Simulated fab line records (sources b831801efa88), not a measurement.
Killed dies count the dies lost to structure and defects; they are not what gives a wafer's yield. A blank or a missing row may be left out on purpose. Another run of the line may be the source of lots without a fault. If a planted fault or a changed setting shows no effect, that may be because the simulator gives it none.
2 desks looking at one fault	flow sky130	each desk has only its own numbers; what lay behind them comes last

FOR THE TOOL OWNER'S DESK: cmp-01
The tool's own readings at SKY_LI_CONTACT_CMP_02 (polishes PSG): means of the sampled wafers that have a number, for each lot that ran on this tool. A lot is out of limits, marked OUT, if its mean lies more than 4 standard deviations from the usual mean; the brackets give that distance.
Columns: A = motor_current_A at SKY_LI_CONTACT_CMP_02, usual 13.0 A; B = platen_rpm at SKY_LI_CONTACT_CMP_02, usual 60.01 rpm; C = slurry_flow_ml_min at SKY_LI_CONTACT_CMP_02, usual 150.0; D = time_to_endpoint_s at SKY_LI_CONTACT_CMP_02, usual 31.4 s
lot	first seen here	A	B	C	D
L154	day 27 16:58	12.0	60.03	150.0	30.8
L155	day 28 23:43	12.8	60.06	149.9	32.7
L160	day 29 21:41	11.5	60.08	150.0	30.2
L161	day 29 23:16	12.5	60.02	150.3	21.9
L163	day 30 20:57	13.2	60.00	149.6	24.9
L173	day 34 05:27	12.2	60.01	149.9	28.1
L176	day 35 22:46	12.7	59.98	149.9	28.0
L177	day 36 00:14	13.4	59.98	150.0	31.1
This desk found nothing out of limits on any of the 8 lots.

FROM THE METROLOGY DESK
Means of the sampled wafers that have a number, per lot and without regard to the tool the lot ran on: this is what the gauges read. A lot is out of limits, marked OUT, if its mean lies more than 4 standard deviations from the usual mean; the brackets give that distance.
Columns: A = LI_CONTACT_BOW at SKY_LI_CONTACT_BOW_MEAS_03, usual 55 um; B = LI_CONTACT_W_RS at SKY_LI_CONTACT_RS_MEAS_22, usual 0.283 ohm/sq
lot	first seen here	A	B
L154	day 27 17:14	57	0.285
L157	day 28 23:43	63	0.281
L155	day 29 00:02	51	0.277
L156	day 29 00:22	56	0.285
L160	day 29 22:00	57	0.289
L161	day 29 23:35	63	0.279
L162	day 30 14:56	57	0.282
L163	day 30 21:17	54	0.278
L173	day 34 05:43	55	0.285
L176	day 35 23:01	60	0.283
L175	day 35 23:16	57	0.287
L177	day 36 00:29	49	0.281
This desk found nothing out of limits on any of the 12 lots.

ALL TOGETHER
The desk of the tool owner found nothing out of limits.
At the metrology desk, nothing out of limits was observed.

WHAT THE SIMULATOR HAD PUT IN
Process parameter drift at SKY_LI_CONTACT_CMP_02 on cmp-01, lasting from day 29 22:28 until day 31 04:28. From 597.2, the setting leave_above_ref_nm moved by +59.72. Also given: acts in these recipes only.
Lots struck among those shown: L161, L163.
